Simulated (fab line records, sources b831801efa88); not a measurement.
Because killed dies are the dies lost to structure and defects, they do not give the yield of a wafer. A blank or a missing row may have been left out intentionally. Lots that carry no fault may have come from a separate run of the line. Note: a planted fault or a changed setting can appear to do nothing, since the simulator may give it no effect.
Which tool did it? || flow sky130 || 6 lots, 18 wafers sampled, at 1 step of a route of 708

## WHAT EACH GAUGE READ, for each wafer
SKY_VT_ADJUST_HVTP_OVL_MEAS_08.
{"lot": "L140", "measured": "day 7 20:11", "on": "overlay-02", "VT_ADJUST_HVTP_OVL (nm)": "0.4 -1.7 -3.0"}
{"lot": "L142", "measured": "day 8 12:01", "on": "overlay-01", "VT_ADJUST_HVTP_OVL (nm)": "-1.2 0.5 -0.6"}
{"lot": "L144", "measured": "day 8 18:13", "on": "overlay-01", "VT_ADJUST_HVTP_OVL (nm)": "0.3 -0.6 0.2"}
{"lot": "L151", "measured": "day 10 13:33", "on": "overlay-01", "VT_ADJUST_HVTP_OVL (nm)": "0.0 -0.1 1.6"}
{"lot": "L153", "measured": "day 11 08:30", "on": "overlay-01", "VT_ADJUST_HVTP_OVL (nm)": "-1.3 1.0 1.6"}
{"lot": "L157", "measured": "day 12 03:07", "on": "overlay-02", "VT_ADJUST_HVTP_OVL (nm)": "-1.1 -3.2 0.4"}

## TOOL THAT RAN EACH LOT (tool first, then ch and the chambers of the sampled wafers, then the start)
Before these readings, the record contains no process step.

## THE ANSWER, worked out from the rows above alone
Rule: the lots themselves supply what counts as usual. The widest of any qualifying gaps counts: lots, ordered by their means at a reading, are off when they make up no more than a third of the lots, leave a main group of 4 or more, and stand apart from it by 3 or more times the standard deviation of that group's means. A main group is skipped when, at the precision printed for the reading in the tables above, its means are all equal. A lot without any number at a reading at which 4 lots or more have one is off too. Any other lot the step has rows for is counted as sound.
No lot is off at any reading shown: from this, nothing can be told.

## WHAT THE SIMULATOR HAD PUT IN
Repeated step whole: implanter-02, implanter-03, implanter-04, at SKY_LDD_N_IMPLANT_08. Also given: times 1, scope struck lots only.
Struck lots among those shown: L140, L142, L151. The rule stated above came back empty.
